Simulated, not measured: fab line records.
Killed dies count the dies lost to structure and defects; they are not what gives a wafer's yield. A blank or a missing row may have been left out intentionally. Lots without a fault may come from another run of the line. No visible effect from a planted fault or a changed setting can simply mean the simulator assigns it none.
Split-lot study + flow gf180mcu + route with 602 steps; 5 lots, 23 wafers read

SPLIT DETAILS
At GF_V4_CVD_00 (deposits SiO2, target thk 600 nm, time 100 s), the setting sih4-flow-sccm was moved away from the recipe's 60 sccm on 12 of the 23 wafers read, by -6.0% to +12.8%. For the rest of the wafers, this setting stayed at what the recipe calls for.

Between the split and the reading, the file records no step.

THE READING
V4_CVD_00_THK at GF_V4_THK_MEAS_01, in nm. Typical for fault-free wafers on this fab line: 598 nm, with standard deviation 7.7 nm.

| wafer  | tool, chamber at the split | sih4-flow-sccm as run, sccm | against the recipe | V4_CVD_00_THK, nm | against lot-mates on the recipe |
|--------|----------------------------|-----------------------------|--------------------|-------------------|---------------------------------|
| L076.1 | hdpcvd-01, 2               | 60                          | recipe             | 596               | -                               |
| L076.2 | hdpcvd-01, 0               | 66.63                       | +11.0%             | 657               | +62                             |
| L076.3 | hdpcvd-01, 1               | 66.63                       | +11.0%             | 659               | +64                             |
| L076.4 | hdpcvd-01, 2               | 60                          | recipe             | 595               | -                               |
| L076.5 | hdpcvd-01, 1               | 66.63                       | +11.0%             | 661               | +66                             |
| L078.2 | hdpcvd-02, 1               | 60                          | recipe             | 620               | -                               |
| L078.3 | hdpcvd-02, 2               | 67.69                       | +12.8%             | 693               | +75                             |
| L078.4 | hdpcvd-02, 0               | 67.69                       | +12.8%             | 691               | +73                             |
| L078.5 | hdpcvd-02, 1               | 67.69                       | +12.8%             | 687               | +69                             |
| L078.6 | hdpcvd-02, 2               | 60                          | recipe             | 616               | -                               |
| L079.1 | hdpcvd-01, 1               | 60                          | recipe             | 589               | -                               |
| L079.4 | hdpcvd-01, 0               | 60                          | recipe             | 600               | -                               |
| L079.5 | hdpcvd-01, 1               | 60                          | recipe             | 595               | -                               |
| L082.1 | hdpcvd-01, 0               | 60                          | recipe             | 607               | -                               |
| L082.2 | hdpcvd-01, 2               | 56.58                       | -5.7%              | 567               | -37                             |
| L082.3 | hdpcvd-01, 1               | 60                          | recipe             | 601               | -                               |
| L082.5 | hdpcvd-01, 2               | 56.58                       | -5.7%              | 570               | -34                             |
| L082.6 | hdpcvd-01, 0               | 56.58                       | -5.7%              | 563               | -41                             |
| L084.1 | hdpcvd-02, 1               | 60                          | recipe             | 601               | -                               |
| L084.2 | hdpcvd-02, 0               | 56.38                       | -6.0%              | 570               | -30                             |
| L084.4 | hdpcvd-02, 1               | 60                          | recipe             | 598               | -                               |
| L084.5 | hdpcvd-02, 0               | 56.38                       | -6.0%              | 569               | -30                             |
| L084.6 | hdpcvd-02, 2               | 56.38                       | -6.0%              | 562               | -38                             |

FIT RESULTS
A straight line over all 23 wafers: V4_CVD_00_THK changes by +6.12 nm for each +1% of sih4-flow-sccm; r = +0.98; the points scatter about the line by 8.7 nm.
The same after taking each lot's own level away (the mean of its wafers on the recipe; 23 wafers): +5.75 nm for each +1%; r = +1.00; scatter 3.5 nm.
The reading moves by 74 nm for the largest change in sih4-flow-sccm, on that fit.
Across the lots, their own levels run from 594.7 to 618.0 nm, a range of 3.0 times the standard deviation given above.
The two slopes agree, so the slope changes little with the lot-to-lot level.
Check: with one of the wafers moved furthest among these (+12.8%) left out of the fit, the line predicts +72.9 nm for it against its lot-mates. Against them it came out at +75 nm.

OTHER SPLITS APPLIED TO THESE WAFERS
Before the reading, these wafers also passed through other splits. Each is held against what the fit with the lots' levels taken away leaves over:
| other split on the same wafers  | wafers away from the commonest value | r with V4_CVD_00_THK (lot level and that fit taken away) |
|---------------------------------|--------------------------------------|----------------------------------------------------------|
| GF_V1_CVD_02 time-s             | 8                                    | +0.37                                                    |
| GF_M2_SPUTTER_01 power-w        | 7                                    | +0.23                                                    |
| GF_V2_CVD_00 sih4-flow-sccm     | 7                                    | +0.06                                                    |
| GF_V2_COAT_09 resist-thk-nm     | 8                                    | +0.04                                                    |
| GF_V2_ETCH_16 ion-energy-ev     | 2                                    | +0.19                                                    |
| GF_M3_SPUTTER_02 power-w        | 8                                    | -0.30                                                    |
| GF_V3_CMP_04 leave-above-ref-nm | 9                                    | -0.11                                                    |
| GF_V3_SOFTBAKE_10 temp-c        | 6                                    | -0.01                                                    |

THE WHOLE CHAIN: every reading that the file lists as answering this split, in the file's order
| step              | what it does                                 | reading                                                                   | change (the file's fit)              | r (the file's) |
|-------------------|----------------------------------------------|---------------------------------------------------------------------------|--------------------------------------|----------------|
| GF_V4_CVD_00      | deposits SiO2, target thk 600 nm, time 100 s | SiO2_of_V4_CVD_00.thk-nm (the simulator's own value, which no gauge read) | +5.76 nm for each +1% of the setting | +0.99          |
| GF_V4_THK_MEAS_01 |                                              | V4_CVD_00_THK                                                             | +5.75 for each +1% of the setting    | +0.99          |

FILE'S OWN FIT
V4_CVD_00_THK changes by +5.75 nm for each +1% of sih4-flow-sccm, r = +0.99.
